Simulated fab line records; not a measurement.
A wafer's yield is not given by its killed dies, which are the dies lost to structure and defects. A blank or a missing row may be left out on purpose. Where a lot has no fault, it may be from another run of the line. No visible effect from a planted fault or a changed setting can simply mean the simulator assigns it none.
Matching of chambers || flow sky130 || cmp-01 running SKY_VIA3_CMP_24: 4 sister chambers
The step polishes, stops on SiO2, t overpolish 20 s, target thk 0 nm. 24 wafers are shown with their chamber, then 12 later ones without.

WAFERS PAIRED WITH THEIR CHAMBERS
{"wafer": "L074.1", "chamber": 0, "motor-current-A (A)": 11.5, "overpolish-run-s (s)": 19.986, "time-to-endpoint-s (s)": 98}
{"wafer": "L074.4", "chamber": 3, "motor-current-A (A)": 9.2, "overpolish-run-s (s)": 19.995, "time-to-endpoint-s (s)": 97}
{"wafer": "L074.6", "chamber": 3, "motor-current-A (A)": 8.8, "overpolish-run-s (s)": 20.004, "time-to-endpoint-s (s)": 95}
{"wafer": "L077.3", "chamber": 2, "motor-current-A (A)": 9.1, "overpolish-run-s (s)": 19.994, "time-to-endpoint-s (s)": 96}
{"wafer": "L077.4", "chamber": 1, "motor-current-A (A)": 10.8, "overpolish-run-s (s)": 20.003, "time-to-endpoint-s (s)": 90}
{"wafer": "L077.5", "chamber": 3, "motor-current-A (A)": 8.9, "overpolish-run-s (s)": 20.006, "time-to-endpoint-s (s)": 96}
{"wafer": "L079.1", "chamber": 3, "motor-current-A (A)": 8.8, "overpolish-run-s (s)": 19.997, "time-to-endpoint-s (s)": 94}
{"wafer": "L079.3", "chamber": 0, "motor-current-A (A)": 12.0, "overpolish-run-s (s)": 19.986, "time-to-endpoint-s (s)": 94}
{"wafer": "L079.5", "chamber": 2, "motor-current-A (A)": 8.8, "overpolish-run-s (s)": 19.990, "time-to-endpoint-s (s)": 93}
{"wafer": "L080.2", "chamber": 0, "motor-current-A (A)": 11.3, "overpolish-run-s (s)": 19.985, "time-to-endpoint-s (s)": 101}
{"wafer": "L080.3", "chamber": 3, "motor-current-A (A)": 8.8, "overpolish-run-s (s)": 20.010, "time-to-endpoint-s (s)": 100}
{"wafer": "L080.4", "chamber": 2, "motor-current-A (A)": 9.3, "overpolish-run-s (s)": 19.987, "time-to-endpoint-s (s)": 98}
{"wafer": "L083.1", "chamber": 1, "motor-current-A (A)": 10.5, "overpolish-run-s (s)": 19.982, "time-to-endpoint-s (s)": 97}
{"wafer": "L083.2", "chamber": 3, "motor-current-A (A)": 8.4, "overpolish-run-s (s)": 20.005, "time-to-endpoint-s (s)": 93}
{"wafer": "L083.3", "chamber": 2, "motor-current-A (A)": 9.0, "overpolish-run-s (s)": 19.985, "time-to-endpoint-s (s)": 98}
{"wafer": "L084.1", "chamber": 0, "motor-current-A (A)": 11.9, "overpolish-run-s (s)": 19.999, "time-to-endpoint-s (s)": 97}
{"wafer": "L084.3", "chamber": 1, "motor-current-A (A)": 10.0, "overpolish-run-s (s)": 20.007, "time-to-endpoint-s (s)": 97}
{"wafer": "L084.6", "chamber": 0, "motor-current-A (A)": 11.6, "overpolish-run-s (s)": 19.992, "time-to-endpoint-s (s)": 96}
{"wafer": "L087.1", "chamber": 3, "motor-current-A (A)": 8.8, "overpolish-run-s (s)": 20.000, "time-to-endpoint-s (s)": 95}
{"wafer": "L087.2", "chamber": 0, "motor-current-A (A)": 11.2, "overpolish-run-s (s)": 19.997, "time-to-endpoint-s (s)": 93}
{"wafer": "L087.6", "chamber": 3, "motor-current-A (A)": 8.6, "overpolish-run-s (s)": 20.011, "time-to-endpoint-s (s)": 94}
{"wafer": "L091.3", "chamber": 2, "motor-current-A (A)": 8.9, "overpolish-run-s (s)": 19.996, "time-to-endpoint-s (s)": 93}
{"wafer": "L091.5", "chamber": 0, "motor-current-A (A)": 11.4, "overpolish-run-s (s)": 20.012, "time-to-endpoint-s (s)": 96}
{"wafer": "L091.6", "chamber": 3, "motor-current-A (A)": 9.2, "overpolish-run-s (s)": 19.998, "time-to-endpoint-s (s)": 96}

SIGNATURES, as means of the wafers listed above
{"reading": "motor-current-A", "chamber 0": 11.557, "chamber 1": 10.433, "chamber 2": 9.020, "chamber 3": 8.833, "scatter within a chamber": 0.277}
{"reading": "overpolish-run-s", "chamber 0": 19.99386, "chamber 1": 19.99733, "chamber 2": 19.99040, "chamber 3": 20.00289, "scatter within a chamber": 0.00799}
{"reading": "time-to-endpoint-s", "chamber 0": 96.43, "chamber 1": 94.67, "chamber 2": 95.60, "chamber 3": 95.56, "scatter within a chamber": 2.59}
Rule: distance of a wafer from a chamber = root of the sum over the readings of ((wafer's reading minus chamber's mean) / reading's scatter) squared. The wafer belongs to the nearest chamber; if the next one is less than 2 further off, it can't be placed. The scatter: the root of (the sum of the squares of (reading less its chamber's mean) over the shown wafers, divided by (wafers less chambers)).

WAFERS MISSING THEIR CHAMBER
{"wafer": "L092.1", "motor-current-A (A)": 9.2, "overpolish-run-s (s)": 20.000, "time-to-endpoint-s (s)": 94}
{"wafer": "L092.3", "motor-current-A (A)": 11.5, "overpolish-run-s (s)": 20.007, "time-to-endpoint-s (s)": 96}
{"wafer": "L092.5", "motor-current-A (A)": 11.1, "overpolish-run-s (s)": 19.991, "time-to-endpoint-s (s)": 99}
{"wafer": "L093.2", "motor-current-A (A)": 9.4, "overpolish-run-s (s)": 20.000, "time-to-endpoint-s (s)": 94}
{"wafer": "L093.3", "motor-current-A (A)": 10.4, "overpolish-run-s (s)": 20.022, "time-to-endpoint-s (s)": 93}
{"wafer": "L093.5", "motor-current-A (A)": 9.2, "overpolish-run-s (s)": 20.001, "time-to-endpoint-s (s)": 101}
{"wafer": "L094.2", "motor-current-A (A)": 9.8, "overpolish-run-s (s)": 19.990, "time-to-endpoint-s (s)": 93}
{"wafer": "L094.4", "motor-current-A (A)": 11.5, "overpolish-run-s (s)": 19.980, "time-to-endpoint-s (s)": 98}
{"wafer": "L094.6", "motor-current-A (A)": 11.6, "overpolish-run-s (s)": 20.005, "time-to-endpoint-s (s)": 96}
{"wafer": "L096.1", "motor-current-A (A)": 9.0, "overpolish-run-s (s)": 20.001, "time-to-endpoint-s (s)": 97}
{"wafer": "L096.2", "motor-current-A (A)": 10.8, "overpolish-run-s (s)": 19.994, "time-to-endpoint-s (s)": 96}
{"wafer": "L096.4", "motor-current-A (A)": 11.9, "overpolish-run-s (s)": 19.990, "time-to-endpoint-s (s)": 98}

CHAMBER TAKEN BY EACH
{"wafer": "L092.1", "from the rows above": "can't be placed: 3 or 2", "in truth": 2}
{"wafer": "L092.3", "from the rows above": 0, "in truth": 0}
{"wafer": "L092.5", "from the rows above": "can't be placed: 0 or 1", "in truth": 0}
{"wafer": "L093.2", "from the rows above": "can't be placed: 2 or 3 or 1", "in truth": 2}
{"wafer": "L093.3", "from the rows above": 1, "in truth": 1}
{"wafer": "L093.5", "from the rows above": "can't be placed: 3 or 2", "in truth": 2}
{"wafer": "L094.2", "from the rows above": "can't be placed: 1 or 2 or 3", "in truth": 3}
{"wafer": "L094.4", "from the rows above": 0, "in truth": 0}
{"wafer": "L094.6", "from the rows above": 0, "in truth": 0}
{"wafer": "L096.1", "from the rows above": "can't be placed: 3 or 2", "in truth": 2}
{"wafer": "L096.2", "from the rows above": "can't be placed: 1 or 0", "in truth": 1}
{"wafer": "L096.4", "from the rows above": 0, "in truth": 0}
Correct placement for 5 of the 12. Not placeable from these rows: 7 (in 7, the candidates include the true chamber). Wrongly placed: 0.
